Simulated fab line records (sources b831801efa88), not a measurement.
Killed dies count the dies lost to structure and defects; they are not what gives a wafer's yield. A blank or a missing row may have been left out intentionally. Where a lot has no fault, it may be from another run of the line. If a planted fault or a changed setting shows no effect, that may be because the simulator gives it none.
fab line records	flow gf180mcu
[record] lots = 11	wafers = 33	lastDay = 35
route steps=602 shown V2@405 M4@473 V4@494
lots that met no fault: taken from a fault-free run of the same line
startH: hours from the record's first day to the start of the lot's first wafer shown	waitH: time in hours since the lot's previous step	" identical to the entry in the row above	L1.1+2: a single row standing in for several wafers	- no value present, or no start provided	* or withheld: withheld	< > ~ a bound
route shown NAME@n: a module of which the file shows steps, and the number in the route of the first	usual: average and standard deviation across the fault-free wafers	same: alike in all rows	chamber/n: place in a boat	sites: the reading at each site	_std_site: how widely they spread, as a standard deviation	_edge_site: outer sites' mean less inner sites'	radiusMm: how far each site lies from the wafer's centre	mask NAME#n: copy n	behind: the tool/chamber that last shaped the wafer	hold: why the lot went on hold/how many hours it stayed there/how the hold came to an end	device: transistor that didn't switch, given as n, p or np	end of line: the tests these same wafers got at the end of their route	for a step that has no rows: nothing shown but its recipe	killed: at the first sort, the dies lost to defects and structure; wafer yield is something else	map: a wafer's dies, x killed, . not, _ none there
set.NAME: setting as actually run; set.NAME@STEP: the setting as run at that earlier step	model.NAME: the simulator's own value behind a step, which no gauge read
steps of the route over a sample of lots; a table a step, a row a wafer
services: a tool's chamber out of use, with start hour (startH, from the record's first day; less than 0 if before it), hours out, and reason
[[steps]]
[step GF_V2_CVD_23]
[recipe] material = W	targetThkNm = 350	timeS = 104.94	tempC = 400	pressureTorr = 40
[usual] heaterPowerW = 839/45
lot.wafer	tool	chamber	startH	waitH	heaterPowerW
L175.2	cvdW-02	0	517.51	0.0	896
L175.3	"	1	"	"	775
L175.6	"	1	"	"	762
L176.1	cvdW-02	1	522.58	0.0	798
L176.3	"	0	"	"	916
L176.4	"	1	"	"	768
L178.3	cvdW-01	1	547.67	0.1	823
L178.4	"	1	"	"	832
L178.5	"	1	"	"	827
L179.3	cvdW-01	1	553.97	0.1	811
L179.4	"	1	"	"	819
L179.6	"	1	"	"	843
L180.1	cvdW-01	0	560.34	0.0	837
L180.3	"	1	"	"	812
L180.4	"	0	"	"	842
L181.3	cvdW-01	1	571.76	0.1	832
L181.5	"	1	"	"	824
L181.6	"	0	"	"	849
L182.1	cvdW-01	0	573.49	0.0	855
L182.3	"	0	"	"	831
L182.5	"	1	"	"	828
L183.1	cvdW-01	1	577.45	0.0	803
L183.5	"	1	"	"	829
L183.6	"	0	"	"	854
L191.2	cvdW-01	0	644.19	0.0	862
L191.5	"	1	"	"	839
L191.6	"	0	"	"	850
L192.1	cvdW-01	0	645.43	0.0	850
L192.4	"	1	"	"	821
L192.6	"	0	"	"	840
L193.3	cvdW-01	0	663.26	0.1	827
L193.5	"	0	"	"	870
L193.6	"	1	"	"	830
[step GF_V2_RS_MEAS_24]
[recipe] thkMeasGauge = four-point-probe	reads = W_of_V2_CVD_23+TiN_of_V2_SPUTTER_22+Ti_of_V2_SPUTTER_21
[usual] V2_W_RS = 0.324/0.0056
lot.wafer	tool	chamber	startH	waitH	hold	V2_W_RS[ohm/sq]
L175.2	filmMetro-02	-	517.64	0.1	-	0.329
L175.3	"	-	"	"	-	0.331
L175.6	"	-	"	"	-	0.328
L176.1	filmMetro-01	-	522.69	0.1	-	0.330
L176.3	"	-	"	"	-	0.328
L176.4	"	-	"	"	-	0.331
L178.3	filmMetro-04	-	547.86	0.2	-	0.325
L178.4	"	-	"	"	-	0.323
L178.5	"	-	"	"	-	0.326
L179.3	filmMetro-01	-	554.16	0.2	-	0.324
L179.4	"	-	"	"	-	0.327
L179.6	"	-	"	"	-	0.323
L180.1	filmMetro-02	-	560.45	0.1	-	0.314
L180.3	"	-	"	"	-	0.325
L180.4	"	-	"	"	-	0.318
L181.3	filmMetro-01	-	571.87	0.1	awaitDispo/0.2h/release	0.327
L181.5	"	-	"	"	awaitDispo/0.2h/release	0.325
L181.6	"	-	"	"	awaitDispo/0.2h/release	0.344
L181.3	filmMetro-01	-	572.17	0.3	-	0.327
L181.5	"	-	"	"	-	0.324
L181.6	"	-	"	"	-	0.343
L182.1	filmMetro-01	-	573.60	0.1	awaitDispo/0.2h/release	0.347
L182.3	"	-	"	"	awaitDispo/0.2h/release	0.346
L182.5	"	-	"	"	awaitDispo/0.2h/release	0.326
L182.1	filmMetro-01	-	573.89	0.3	-	0.347
L182.3	"	-	"	"	-	0.346
L182.5	"	-	"	"	-	0.326
L183.1	filmMetro-02	-	577.56	0.1	-	0.323
L183.5	"	-	"	"	-	0.330
L183.6	"	-	"	"	-	0.343
L191.2	filmMetro-04	-	644.32	0.1	-	0.314
L191.5	"	-	"	"	-	0.327
L191.6	"	-	"	"	-	0.314
L192.1	filmMetro-02	-	645.54	0.1	-	0.317
L192.4	"	-	"	"	-	0.327
L192.6	"	-	"	"	-	0.318
L193.3	filmMetro-02	-	663.38	0.1	-	0.317
L193.5	"	-	"	"	-	0.314
L193.6	"	-	"	"	-	0.327
[step GF_V2_THK_MEAS_25]
[recipe] thkMeasGauge = xrf	reads = W_of_V2_CVD_23
[usual] V2_W_THK = 356/7.6
lot.wafer	tool	chamber	startH	waitH	hold	V2_W_THK[nm]
L175.2	filmMetro-02	-	517.75	0.1	-	353
L175.3	"	-	"	"	-	354
L175.6	"	-	"	"	-	355
L176.1	filmMetro-01	-	522.81	0.1	-	352
L176.3	"	-	"	"	-	351
L176.4	"	-	"	"	-	352
L178.3	filmMetro-04	-	547.96	0.1	-	358
L178.4	"	-	"	"	-	361
L178.5	"	-	"	"	-	356
L179.3	filmMetro-01	-	554.26	0.1	-	351
L179.4	"	-	"	"	-	350
L179.6	"	-	"	"	-	352
L180.1	filmMetro-02	-	560.57	0.1	-	368
L180.3	"	-	"	"	-	356
L180.4	"	-	"	"	-	362
L183.1	filmMetro-02	-	577.68	0.1	-	361
L183.5	"	-	"	"	-	351
L183.6	"	-	"	"	-	339
L182.1	filmMetro-01	-	577.86	3.9	awaitDispo/3.8h/release	331
L182.3	"	-	"	"	awaitDispo/3.8h/release	333
L182.5	"	-	"	"	awaitDispo/3.8h/release	351
L181.3	filmMetro-01	-	579.75	7.6	awaitDispo/0.2h/release	353
L181.5	"	-	"	"	awaitDispo/0.2h/release	354
L181.6	"	-	"	"	awaitDispo/0.2h/release	336
L181.3	filmMetro-01	-	580.06	0.3	-	354
L181.5	"	-	"	"	-	354
L181.6	"	-	"	"	-	334
L191.2	filmMetro-04	-	644.43	0.1	-	372
L191.5	"	-	"	"	-	359
L191.6	"	-	"	"	-	371
L192.1	filmMetro-02	-	645.66	0.1	-	364
L192.4	"	-	"	"	-	353
L192.6	"	-	"	"	-	363
L193.3	filmMetro-02	-	663.48	0.1	-	365
L193.5	"	-	"	"	-	367
L193.6	"	-	"	"	-	354
[step GF_M4_STRIP_17]
[recipe] chemistry = O2/N2	powerW = 1400	pressureMtorr = 1500	platenTempC = 250	o2FlowSccm = 3000	n2FlowSccm = 300	overashFraction = 0.5
[usual] drypumpMotorCurrentA = 5.7/0.54	heaterPowerW = 330/26	oesProductAu = 0.538/0.0046	stripTimeToEndpointS = 7.40/0.049
lot.wafer	tool	chamber	startH	waitH	drypumpMotorCurrentA	heaterPowerW	oesProductAu	rfHoursCounterH	stripTimeToEndpointS
L175.2	plasmaAsher-01	0	592.84	0.1	6.3	355	0.534	80	7.32
L175.3	"	1	"	"	6.1	316	0.541	-	7.46
L175.6	"	0	"	"	6.3	357	0.541	-	7.47
L176.1	plasmaAsher-01	1	597.35	0.2	6.0	309	0.534	81	7.35
L176.3	"	0	"	"	6.3	342	0.534	-	7.36
L176.4	"	1	"	"	6.0	310	0.542	-	7.38
L178.3	plasmaAsher-02	1	619.71	0.1	5.5	363	0.541	-	7.42
L178.4	"	0	"	"	4.7	294	0.536	-	7.41
L178.5	"	0	"	"	4.7	288	0.544	-	7.43
L179.3	plasmaAsher-01	0	622.96	0.1	6.3	339	0.540	-	7.39
L179.4	"	1	"	"	6.0	317	0.543	-	7.49
L179.6	"	0	"	"	6.3	354	0.543	-	7.53
L180.1	plasmaAsher-04	1	625.23	0.1	6.0	356	0.543	20	7.41
L180.3	"	0	"	"	5.3	301	0.544	-	7.43
L180.4	"	1	"	"	6.0	355	0.531	-	7.41
L181.3	plasmaAsher-04	0	640.91	0.1	5.2	311	0.535	-	7.34
L181.5	"	1	"	"	6.0	359	0.542	-	7.41
L181.6	"	0	"	"	5.3	312	0.536	-	7.31
L182.1	plasmaAsher-04	0	643.12	0.1	5.3	303	0.547	22	7.44
L182.3	"	0	"	"	5.3	300	0.544	-	7.42
L182.5	"	0	"	"	5.3	317	0.547	-	7.40
L183.1	plasmaAsher-01	0	645.49	0.1	6.3	340	0.527	87	7.35
L183.5	"	1	"	"	6.1	321	0.543	-	7.39
L183.6	"	0	"	"	6.3	344	0.531	-	7.39
L191.2	plasmaAsher-04	0	705.75	0.1	5.2	309	0.546	29	7.41
L191.5	"	0	"	"	5.3	306	0.531	-	7.38
L191.6	"	1	"	"	6.0	362	0.542	-	7.39
L192.1	plasmaAsher-02	1	707.58	0.1	5.4	373	0.550	108	7.53
L192.4	"	0	"	"	4.7	289	0.539	-	7.45
L192.6	"	1	"	"	5.4	367	0.538	-	7.47
L193.3	plasmaAsher-01	1	724.38	0.1	6.1	315	0.537	-	7.40
L193.5	"	0	"	"	6.3	342	0.542	-	7.43
L193.6	"	1	"	"	6.0	313	0.544	-	7.43
[step GF_V4_STRIP_18]
[recipe] chemistry = O2/N2	powerW = 1400	pressureMtorr = 1500	platenTempC = 250	o2FlowSccm = 3000	n2FlowSccm = 300	overashFraction = 0.5
[usual] drypumpMotorCurrentA = 5.8/0.41	heaterPowerW = 327/22	oesProductAu = 0.592/0.0046
lot.wafer	tool	chamber	startH	waitH	drypumpMotorCurrentA	heaterPowerW	oesProductAu	rfHoursCounterH
L175.2	plasmaAsher-04	0	615.18	-	5.3	306	0.603	19
L175.3	"	0	"	"	5.3	306	0.585	-
L175.6	"	1	"	"	6.0	352	0.597	-
L176.1	plasmaAsher-03	0	619.90	-	5.1	332	0.595	50
L176.3	"	0	"	"	5.2	334	0.593	-
L176.4	"	1	"	"	5.7	293	0.597	-
L178.3	plasmaAsher-04	1	641.73	-	6.0	354	0.598	-
L178.4	"	0	"	"	5.3	313	0.592	-
L178.5	"	1	"	"	6.0	349	0.587	-
L179.3	plasmaAsher-01	0	644.95	-	6.3	348	0.592	-
L179.4	"	1	"	"	6.0	319	0.591	-
L179.6	"	1	"	"	6.0	318	0.591	-
L180.1	plasmaAsher-01	0	647.28	-	6.3	347	0.594	87
L180.3	"	1	"	"	6.1	323	0.586	-
L180.4	"	0	"	"	6.3	346	0.585	-
L181.3	plasmaAsher-01	1	662.53	-	6.1	314	0.597	-
L181.5	"	1	"	"	6.0	322	0.585	-
L181.6	"	0	"	"	6.3	343	0.589	-
L182.1	plasmaAsher-01	0	664.49	-	6.3	346	0.594	88
L182.3	"	0	"	"	6.3	348	0.593	-
L182.5	"	1	"	"	6.0	324	0.597	-
L183.1	plasmaAsher-04	1	666.53	-	6.0	356	0.596	25
L183.5	"	1	"	"	6.0	359	0.590	-
L183.6	"	0	"	"	5.3	308	0.597	-
L191.2	plasmaAsher-01	0	725.94	-	6.3	349	0.593	95
L191.5	"	0	"	"	6.3	353	0.592	-
L191.6	"	1	"	"	6.0	311	0.583	-
L192.1	plasmaAsher-04	1	727.63	-	6.0	357	0.586	31
L192.4	"	0	"	"	5.3	313	0.591	-
L192.6	"	0	"	"	5.3	309	0.589	-
L193.3	plasmaAsher-04	1	743.76	-	6.0	356	0.592	-
L193.5	"	0	"	"	5.3	308	0.592	-
L193.6	"	1	"	"	6.0	359	0.591	-
[step GF_V4_SPUTTER_21]
[recipe] material = Ti	targetThkNm = 15	chamberPressurePa = 5	powerW = 2500	substrateTempC = 200	timeS = 80.02
[usual] throttleValvePct = 29.7/0.7
lot.wafer	tool	chamber	startH	waitH	throttleValvePct
L175.2	pvdSputter-02	-	615.74	0.0	30.5
L175.3	"	-	"	"	30.0
L175.6	"	-	"	"	30.4
L176.1	pvdSputter-04	-	620.47	0.0	29.0
L176.3	"	-	"	"	29.1
L176.4	"	-	"	"	29.0
L178.3	pvdSputter-04	-	642.23	0.0	29.2
L178.4	"	-	"	"	29.5
L178.5	"	-	"	"	29.2
L179.3	pvdSputter-04	-	645.45	0.0	28.6
L179.4	"	-	"	"	29.2
L179.6	"	-	"	"	28.9
L180.1	pvdSputter-04	-	647.81	0.0	28.8
L180.3	"	-	"	"	29.0
L180.4	"	-	"	"	31.1
L181.3	pvdSputter-04	-	663.03	0.0	28.7
L181.5	"	-	"	"	29.3
L181.6	"	-	"	"	31.1
L182.1	pvdSputter-03	-	665.06	0.0	29.0
L182.3	"	-	"	"	29.6
L182.5	"	-	"	"	29.6
L183.1	pvdSputter-02	-	667.09	0.0	30.3
L183.5	"	-	"	"	28.9
L183.6	"	-	"	"	30.3
L191.2	pvdSputter-03	-	726.48	0.0	29.4
L191.5	"	-	"	"	29.3
L191.6	"	-	"	"	30.5
L192.1	pvdSputter-03	-	728.16	0.0	29.6
L192.4	"	-	"	"	29.5
L192.6	"	-	"	"	29.4
L193.3	pvdSputter-04	-	744.28	0.0	29.0
L193.5	"	-	"	"	28.8
L193.6	"	-	"	"	28.9
[[services]]
tool	chamber	startH	hours	kind
cvdW-01	-	493.94	1.4	repair
pvdSputter-04	2	496.69	-	consumableReplace:kit
pvdSputter-04	2	496.69	18.0	scheduledDown
pvdSputter-03	-	515.05	0.8	repair
pvdSputter-03	-	515.20	4.9	repair
pvdSputter-04	-	534.00	5.3	repair
cvdW-01	0	539.04	15.2	repair
pvdSputter-02	-	563.62	1.8	repair
plasmaAsher-01	-	565.52	2.8	pm
plasmaAsher-02	-	571.81	6.5	pm
plasmaAsher-03	-	600.53	15.6	pm
cvdW-02	-	621.91	0.2	repair
plasmaAsher-02	-	637.38	3.6	repair
cvdW-02	1	643.82	58.3	repair
plasmaAsher-01	-	651.53	3.1	repair
pvdSputter-04	-	678.62	2.5	repair
pvdSputter-03	-	681.00	3.7	repair
cvdW-02	0	698.44	3.0	repair
pvdSputter-02	-	709.16	4.8	repair
cvdW-02	-	715.85	1.4	repair
pvdSputter-02	-	733.66	2.9	repair
plasmaAsher-02	-	733.75	9.0	pm
plasmaAsher-01	-	736.99	2.7	repair
cvdW-02	1	740.49	11.7	repair
[[key]]
[firstSign] step = GF_V2_RS_MEAS_24	reading = visit	direction = added
[effect] step = GF_V2_RS_MEAS_24	reading = V2_W_RS	direction = up	sigmas = 3.7	usual = 0.324	struck = 0.345
[effect] step = GF_V2_THK_MEAS_25	reading = V2_W_THK	direction = down	sigmas = 2.8	usual = 356	struck = 335
metAt GF_V2_CVD_23
struckLots L181,L182,L183
struckWafers L181.6,L182.1,L182.3,L183.6
notActingAt GF_M4_STRIP_17,GF_V4_STRIP_18,GF_V4_SPUTTER_21
onsetBetween 560.34 571.76
[fault] kind = processParameterDrift	tool = cvdW-01	chamber = 0	onsetH = 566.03	steps = GF_V2_CVD_23	channel = targetThkNm	offset = -31.117	shape = step	endH = 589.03	actsIn = theseRecipesOnly	stated = 350
